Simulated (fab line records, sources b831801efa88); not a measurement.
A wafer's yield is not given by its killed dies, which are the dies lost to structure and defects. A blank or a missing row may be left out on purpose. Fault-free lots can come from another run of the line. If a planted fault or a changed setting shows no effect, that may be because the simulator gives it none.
Chamber matching :: flow sky130 :: cmp-01 running SKY_LI_CONTACT_CMP_02: 4 sister chambers
The step polishes PSG. 4 wafers are shown with their chamber, then 7 later ones without.

## WAFERS WITH THEIR CHAMBER
wafer: L999.2
chamber: 0
motor current A (A): 13.4

wafer: L110.6
chamber: 3
motor current A (A): 12.5

wafer: L114.2
chamber: 1
motor current A (A): 11.3

wafer: L114.4
chamber: 2
motor current A (A): 12.4

## WAFERS MISSING THEIR CHAMBER
wafer: L114.6
motor current A (A): 11.8

wafer: L117.4
motor current A (A): 11.9

wafer: L117.5
motor current A (A): 13.2

wafer: L117.6
motor current A (A): 12.2

wafer: L121.1
motor current A (A): 12.8

wafer: L121.2
motor current A (A): 12.3

wafer: L121.6
motor current A (A): 11.8

## CHAMBER TAKEN BY EACH
wafer: L114.6
from the rows above: can't be placed: 1 or 2 or 3
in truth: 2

wafer: L117.4
from the rows above: can't be placed: 2 or 1 or 3
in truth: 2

wafer: L117.5
from the rows above: can't be placed: 0 or 3 or 2
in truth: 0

wafer: L117.6
from the rows above: can't be placed: 2 or 3 or 1
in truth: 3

wafer: L121.1
from the rows above: can't be placed: 3 or 2 or 0
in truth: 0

wafer: L121.2
from the rows above: can't be placed: 2 or 3
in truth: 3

wafer: L121.6
from the rows above: can't be placed: 1 or 2 or 3
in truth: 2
Correctly placed: 0 of 7. Can't be placed from these rows: 7 (the true chamber is among the candidates in 7). Wrongly placed: 0.
How it was worked out, from the rows above alone: a wafer's distance from a chamber is the root of the sum, over the readings, of the square of ((its reading less the chamber's mean) divided by the reading's scatter). The wafer belongs to the nearest chamber; if the next one is less than 2 further off, it can't be placed. For every chamber, the mean is computed from those of its wafers that are shown. The scatter (one wafer shown for each chamber): square how far every hidden wafer sits from the nearest shown wafer, average those squares and take the square root.
